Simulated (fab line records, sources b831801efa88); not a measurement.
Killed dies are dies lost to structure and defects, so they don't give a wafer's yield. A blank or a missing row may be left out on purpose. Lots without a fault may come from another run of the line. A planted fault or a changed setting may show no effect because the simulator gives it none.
One fault seen from 2 desks | flow gf180mcu | each desk has only its own numbers; what lay behind them comes last

THE TOOL OWNER'S DESK: cmp-01
The tool's own readings at GF_V3_CMP_26 (polishes, stops on SiO2, t overpolish 15 s, target thk 0 nm): means of the sampled wafers that have a number, for each lot that ran on this tool. A lot is out of limits, marked OUT, if its mean lies more than 4 standard deviations from the usual mean; the brackets give that distance.
Columns: A = motor_current_A at GF_V3_CMP_26, usual 11.1 A; B = overpolish_run_s at GF_V3_CMP_26, usual 15.000 s; C = time_to_endpoint_s at GF_V3_CMP_26, usual 83 s
lot  | first seen here | A    | B                        | C
L952 | day 22 22:08    | 11.2 | 15.004                   | 79
L954 | day 23 10:53    | 10.7 | 15.003                   | 80
L953 | day 23 13:18    | 11.1 | 15.007                   | 87
L958 | day 24 20:50    | 12.3 | 14.998                   | 87
L960 | day 25 13:59    | 10.8 | 15.002                   | 84
L968 | day 28 02:05    | 11.1 | 10.017 (-99 or more) OUT | 102
This desk's finding: out of limits on L968; first on L968, day 28 02:05 (overpolish_run_s at GF_V3_CMP_26). In limits: L952, L954, L953, L958, L960.

THE METROLOGY DESK
What the gauges read, lot by lot, whatever tool the lot ran on: means of the sampled wafers that have a number. A lot is out of limits, marked OUT, if its mean lies more than 4 standard deviations from the usual mean; the brackets give that distance.
Columns: A = V3_BOW at GF_V3_BOW_MEAS_05, usual 118 um; B = V3_W_RS at GF_V3_RS_MEAS_24, usual 0.327 ohm/sq
lot  | first seen here | A   | B
L952 | day 21 21:31    | 114 | 0.327
L953 | day 22 03:42    | 123 | 0.327
L954 | day 22 10:52    | 113 | 0.326
L955 | day 22 19:12    | 105 | 0.330
L956 | day 23 14:26    | 113 | 0.324
L958 | day 23 22:03    | 101 | 0.325
L960 | day 24 15:16    | 126 | 0.328
L968 | day 27 04:27    | 125 | 0.328
L970 | day 28 04:34    | 114 | 0.329
L971 | day 28 06:10    | 122 | 0.328
L973 | day 28 15:35    | 120 | 0.332
L972 | day 28 17:19    | 130 | 0.322
L974 | day 28 22:31    | 120 | 0.327
This desk's finding: nothing out of limits on any of the 13 lots.

PUT TOGETHER
The tool owner's desk could have raised an alarm at day 28 02:05, on L968.
The metrology desk saw nothing out of limits.
The metrology desk has L968 on record, within its limits.
Of the lots named, all ran GF_V3_CMP_26 on cmp-01.

WHAT THE SIMULATOR HAD PUT IN
Process parameter drift: cmp-01, from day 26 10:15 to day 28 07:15, at GF_V3_CMP_26. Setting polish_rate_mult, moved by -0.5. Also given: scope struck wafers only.
Lots struck among those shown: L968.
Hours from the fault's start to each desk's first reading out of limits: the tool owner's desk, 40.
